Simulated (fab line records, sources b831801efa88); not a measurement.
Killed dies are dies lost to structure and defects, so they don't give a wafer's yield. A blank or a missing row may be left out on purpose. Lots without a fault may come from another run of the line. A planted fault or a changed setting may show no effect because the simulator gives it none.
Chamber matching | flow sky130 | SKY_LI_CONTACT_CMP_24 on cmp-01: 4 sister chambers
The step polishes, stops on PSG, t overpolish 20 s, target thk 0 nm. 4 wafers are shown with their chamber, then 7 later ones without.

WAFERS WITH THEIR CHAMBER
wafer  | chamber | motor_current_A (A)
L653.5 | 1       | 9.0
L653.6 | 2       | 11.9
L654.1 | 0       | 8.7
L654.4 | 3       | 11.5

WAFERS WITHOUT THEIR CHAMBER
wafer  | motor_current_A (A)
L654.6 | 8.9
L662.1 | 9.2
L662.4 | 11.3
L662.6 | 11.8
L665.2 | 8.7
L665.5 | 9.2
L665.6 | 8.7

WHICH CHAMBER EACH WENT THROUGH
wafer  | from the rows above     | in truth
L654.6 | can't be placed: 1 or 0 | 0
L662.1 | 1                       | 1
L662.4 | 3                       | 3
L662.6 | can't be placed: 2 or 3 | 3
L665.2 | 0                       | 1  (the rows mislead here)
L665.5 | 1                       | 1
L665.6 | 0                       | 0
Placed correctly: 4 of 7. Can't be placed from these rows: 2 (the true chamber is among the candidates in 2). Placed wrongly: 1.
How it was worked out, from the rows above alone: a wafer's distance from a chamber is the root of the sum, over the readings, of the square of ((its reading less the chamber's mean) divided by the reading's scatter). The wafer belongs to the nearest chamber; if the next one is less than 2 further off, it can't be placed. A chamber's mean is the mean of its shown wafers. The scatter: with one shown wafer a chamber, the root of the mean of the squares of how far each hidden wafer lies from its nearest shown one.
